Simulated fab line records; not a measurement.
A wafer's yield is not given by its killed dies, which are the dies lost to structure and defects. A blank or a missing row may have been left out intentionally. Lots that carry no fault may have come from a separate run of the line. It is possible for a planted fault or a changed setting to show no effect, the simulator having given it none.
Which tool was responsible?    flow sfq-line    7 lots, 20 wafers sampled, at 2 steps of a route of 325

== WHAT THE GAUGES SHOWED, per wafer ==
SFQ_R5_OVL_MEAS_935.
lot   measured      on          R5_OVL (nm)
L214  day 57 01:23  overlay-02  3 -4 -8
L217  day 57 09:47  overlay-02  -4 7 -4
L220  day 57 22:59  overlay-02  11 -6 7
L226  day 64 06:33  overlay-02  -1 -8 -5
L228  day 64 22:25  overlay-02  1 2
L232  day 70 08:26  overlay-01  2 3 -1
L235  day 71 12:02  overlay-01  1 0 5

== WHAT TOOL EACH LOT RAN ON (gives the tool, then ch and the chambers of the sampled wafers, and finally the start) ==
lot   SFQ_TRILAYER_JJ_TRILAYER_DEP_SPUTTER_110
L214  pvd-sputter-03, day 49 13:44
L217  pvd-sputter-05, day 51 14:57
L220  pvd-sputter-03, day 52 14:11
L226  pvd-sputter-05, day 58 21:39
L228  pvd-sputter-03, day 59 07:15
L232  pvd-sputter-04, day 62 10:32
L235  pvd-sputter-03, day 63 04:32
- SFQ_TRILAYER_JJ_TRILAYER_DEP_SPUTTER_110: material Al, target thk 8 nm, time 10 s.

== THE ANSWER, worked out from the rows above alone ==
Rule: what is usual is taken from the lots themselves. The widest of any qualifying gaps counts: lots, ordered by their means at a reading, are off when they make up no more than a third of the lots, leave a main group of 4 or more, and stand apart from it by 3 or more times the standard deviation of that group's means. A main group whose means are all the same, to the digits that the tables above print for the reading, isn't used. Also off: a lot with no number at a reading for which 4 or more lots have one. The other lots that the step has rows for count as sound.
Across all readings shown, no lot is off: no conclusion can be drawn from this.

== WHAT THE SIMULATOR HAD PUT IN ==
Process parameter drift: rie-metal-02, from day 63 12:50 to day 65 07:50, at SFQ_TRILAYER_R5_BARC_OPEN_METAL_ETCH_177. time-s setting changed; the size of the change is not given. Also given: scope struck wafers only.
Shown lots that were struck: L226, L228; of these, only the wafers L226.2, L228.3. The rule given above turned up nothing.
